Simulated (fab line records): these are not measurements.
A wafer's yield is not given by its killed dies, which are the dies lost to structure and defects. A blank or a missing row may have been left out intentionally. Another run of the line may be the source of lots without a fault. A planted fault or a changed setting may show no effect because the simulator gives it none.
What tool caused it? | flow sky130 | 12 lots, 36 wafers sampled, at 2 steps of a route of 708

## WHAT EACH GAUGE READ, for each wafer
SKY_LI_CONTACT_CD_MEAS_12 targets a cd of 170 nm. Usual: cd nm reads 169.9 nm (standard deviation 1.5).
lot  | measured     | on        | cd nm (nm)        | flag
L342 | day 28 16:31 | cd sem-02 | 169.8 170.1 170.6 |
L344 | day 29 11:11 | cd sem-01 | 171.4 171.2 170.7 |
L345 | day 29 13:02 | cd sem-01 | 169.2 169.7 167.5 |
L346 | day 30 02:18 | cd sem-02 | 169.5 168.7 167.7 |
L348 | day 31 13:50 | cd sem-02 | 168.9 169.6 169.4 |
L349 | day 31 16:54 | cd sem-02 | 168.2 167.7 169.7 |
L352 | day 32 08:26 | cd sem-01 | 172.2 171.8 173.0 |
L361 | day 35 08:40 | cd sem-02 | 172.9 172.7 172.2 |
L362 | day 35 12:27 | cd sem-01 | 170.9 169.8 170.7 |
L363 | day 35 13:29 | cd sem-02 | 171.0 169.4 169.4 |
L364 | day 36 01:25 | cd sem-01 | 169.4 169.4 169.8 |
L365 | day 36 10:43 | cd sem-01 | 169.3 169.4 168.4 |

SKY_LOCAL_INTERCONNECT_OVL_MEAS_12. Usual: LOCAL_INTERCONNECT_OVL 2 nm, standard deviation 5.4.
lot  | measured     | on         | LOCAL_INTERCONNECT_OVL (nm) | flag
L342 | day 29 22:05 | overlay-02 | -3 -2 -2                    |
L344 | day 30 16:10 | overlay-01 | 5 1 8                       |
L345 | day 30 18:31 | overlay-01 | 1 8 7                       |
L346 | day 31 07:44 | overlay-01 | -9 -13 -12                  |
L348 | day 32 18:19 | overlay-02 | -2 -3 -1                    |
L349 | day 32 20:38 | overlay-02 | -2 -2 1                     |
L352 | day 33 12:58 | overlay-02 | 5 8 4                       |
L361 | day 36 13:32 | overlay-02 | -4 4 5                      |
L362 | day 36 16:40 | overlay-01 | -1 1 2                      |
L363 | day 36 17:58 | overlay-02 | 2 1 1                       |
L364 | day 37 05:26 | overlay-01 | 4 9 12                      |
L365 | day 37 14:49 | overlay-01 | 5 6 0                       |

## WHICH TOOL RAN EACH LOT (tool, then ch and the chambers of the sampled wafers, then the start)
Before these readings, the record contains no process step.

## WHAT THE TOOLS THEMSELVES READ (means of the sampled wafers that have a number; where no wafer has one, the mark that the record gives instead)
The record holds no such reading with a usual standard deviation.

## THE ANSWER, worked out from the rows above alone
Rule: lot off if the mean of its wafers having a number is beyond 3 standard deviations from the usual mean. Also off: a lot with no number at a reading for which 4 or more lots have one. The other lots that the step has rows for count as sound. First the gauges in route order, then the tools' own readings, where a lot's mean is used as printed above. At the first step where some lot is off, the reading lying furthest off is the one used; lots without a number count as furthest.
No lot is off on any of the readings shown, so nothing can be concluded from this.

## WHAT WAS PUT IN BY THE SIMULATOR
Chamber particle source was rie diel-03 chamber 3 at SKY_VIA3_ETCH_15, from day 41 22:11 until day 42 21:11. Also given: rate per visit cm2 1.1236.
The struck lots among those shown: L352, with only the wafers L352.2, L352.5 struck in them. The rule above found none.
